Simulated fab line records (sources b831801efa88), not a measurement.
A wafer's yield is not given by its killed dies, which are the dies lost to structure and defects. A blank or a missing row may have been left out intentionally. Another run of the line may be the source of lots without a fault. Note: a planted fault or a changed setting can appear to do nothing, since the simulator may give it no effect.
A single fault, viewed from 2 desks | flow gf180mcu | each desk has only its own numbers; what lay behind them comes last

## FROM THE METROLOGY DESK
What the gauges read, lot by lot, whatever tool the lot ran on: means of the sampled wafers that have a number. Any lot whose mean is over 4 standard deviations away from the usual mean is out of limits and marked OUT; that distance is given in the brackets.
Columns: A = M2_OVL at GF_M2_OVL_MEAS_15, usual 7 nm; B = V2_CVD_02_THK at GF_V2_THK_MEAS_03, usual 846 nm; C = cd-nm at GF_V2_CD_MEAS_14, usual 260.0 nm
lot  | first seen here | A  | B   | C
L985 | day 19 09:28    | 4  | 852 | 259.0
L986 | day 19 13:44    | 9  | 852 | 258.7
L987 | day 20 06:38    | 11 | 854 | 260.1
L988 | day 20 10:32    | 7  | 842 | 261.3
L993 | day 22 11:13    | 3  | 846 | 259.7
L997 | day 23 21:28    | 0  | 847 | 274.3 (+12) OUT
L998 | day 24 02:59    | 11 | 835 | 271.7 (+9.8) OUT
L102 | day 25 07:56    | 12 | 853 | 260.0
L103 | day 25 17:52    | 5  | 853 | 260.8
L105 | day 26 06:48    | 6  | 843 | 260.9
L106 | day 26 14:01    | 11 | 835 | 260.6
L107 | day 26 23:28    | 8  | 832 | 260.4
L108 | day 27 02:46    | 10 | 849 | 259.5
This desk's verdict: out of limits on L997, L998, starting with L997 at day 24 20:46 (cd-nm at GF_V2_CD_MEAS_14). Within limits: L985, L986, L987, L988, L993, L102, L103, L105, L106, L107, L108.

## AT THE TOOL OWNER'S DESK: litho-track-03
The tool's own readings at GF_V2_SOFTBAKE_10 (time 60 s): means of the sampled wafers that have a number, for each lot that ran on this tool. Any lot whose mean is over 4 standard deviations away from the usual mean is out of limits and marked OUT; that distance is given in the brackets.
Columns: A = chill-plate-temp-C at GF_V2_SOFTBAKE_10, usual 23.00 C; B = heater-power-total-W at GF_V2_SOFTBAKE_10, usual 93.04 W; C = plate-temp-C at GF_V2_SOFTBAKE_10, usual 129.99 C
lot  | first seen here | A     | B               | C
L985 | day 19 22:00    | 22.88 | 93.08           | 130.35
L993 | day 23 00:00    | 23.07 | 93.08           | 129.93
L997 | day 24 09:00    | 23.00 | 97.52 (+81) OUT | 134.90 (+35) OUT
L998 | day 24 15:00    | 22.92 | 97.51 (+81) OUT | 134.68 (+33) OUT
L107 | day 27 11:00    | 23.06 | 93.09           | 130.15
This desk's verdict: out of limits on L997, L998, starting with L997 at day 24 09:00 (heater-power-total-W at GF_V2_SOFTBAKE_10). Within limits: L985, L993, L107.

## BROUGHT TOGETHER
On L997, L998, at day 24 09:00, an alarm was possible from the tool owner's desk.
At day 24 20:46 the metrology desk could have sounded an alarm, on L997, L998.
The lots listed all ran GF_V2_SOFTBAKE_10 on litho-track-03.

## WHAT THE SIMULATOR HAD INSERTED
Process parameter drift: litho-track-03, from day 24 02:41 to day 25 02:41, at GF_V2_SOFTBAKE_10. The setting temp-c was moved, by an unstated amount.
Struck lots among those shown: L997, L998.
Delay (hours) between the fault's onset and each desk's first out-of-limits reading: 6 at the tool owner's desk, 18 at the metrology desk.
